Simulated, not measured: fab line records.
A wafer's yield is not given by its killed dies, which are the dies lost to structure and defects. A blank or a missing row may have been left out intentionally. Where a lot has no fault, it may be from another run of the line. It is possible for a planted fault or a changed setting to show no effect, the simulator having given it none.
One fault seen from 2 desks / flow sky130 / only its own numbers are on each desk; what lay behind them is given at the end

FROM THE METROLOGY DESK
What the gauges read, lot by lot, whatever tool the lot ran on: means of the sampled wafers that have a number. Marked OUT: a lot whose mean sits more than 4 standard deviations from the usual mean, which makes it out of limits; the brackets give that distance.
Columns: A = LDD_N_TW at SKY_LDD_N_TW_MEAS_17, usual 2575; B = cd nm at SKY_LDD_P_CD_MEAS_07, usual 380.0 nm; C = LDD_P_OVL at SKY_LDD_P_OVL_MEAS_08, usual 0.1 nm
lot=L499; first seen here=day 18 11:03; A=2600; B=378.3; C=1.4
lot=L500; first seen here=day 19 02:41; A=2561; B=381.0; C=0.3
lot=L504; first seen here=day 20 08:02; A=2589; B=382.1; C=-0.9
lot=L510; first seen here=day 22 11:13; A=2571; B=377.9; C=-0.3
lot=L519; first seen here=day 25 19:31; A=2564; B=385.1; C=-2.0
lot=L521; first seen here=day 26 03:56; A=2584; B=379.9; C=0.3
Result from this desk: across the 6 lots, nothing is out of limits.

FOR THE TOOL OWNER'S DESK: implanter-01
SKY_LDD_P_IMPLANT_09, tool's own readings: per-lot mean of the sampled wafers with a number, covering each lot this tool ran. Marked OUT: a lot whose mean sits more than 4 standard deviations from the usual mean, which makes it out of limits; the brackets give that distance.
Columns: A = beam energy keV at SKY_LDD_P_IMPLANT_09, usual 25.002; B = dose ions cm2 at SKY_LDD_P_IMPLANT_09, usual 9.999e+12
lot=L504; first seen here=day 21 14:55; A=24.991; B=9.998e+12
lot=L519; first seen here=day 27 01:05; A=26.759 (+99 or more) OUT; B=1.000e+13
lot=L521; first seen here=day 27 09:58; A=26.759 (+99 or more) OUT; B=9.993e+12
Finding of this desk: L519, L521 out of limits; the first was L519 at day 27 01:05, on beam energy keV at SKY_LDD_P_IMPLANT_09. L504: within limits.

ALL TOGETHER
An alarm could have come from the tool owner's desk at day 27 01:05, on L519, L521.
Metrology desk: nothing out of limits seen.
The metrology desk has L519, L521 on record, within its limits.
SKY_LDD_P_IMPLANT_09 was run on implanter-01 by each of the lots named.

WHAT HAD BEEN PUT IN BY THE SIMULATOR
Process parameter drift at SKY_LDD_P_IMPLANT_09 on implanter-01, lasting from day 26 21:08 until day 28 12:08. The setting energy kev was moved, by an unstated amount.
Shown lots that were struck: L519, L521.
Hours from the fault's start to each desk's first reading out of limits: the tool owner's desk, 4.
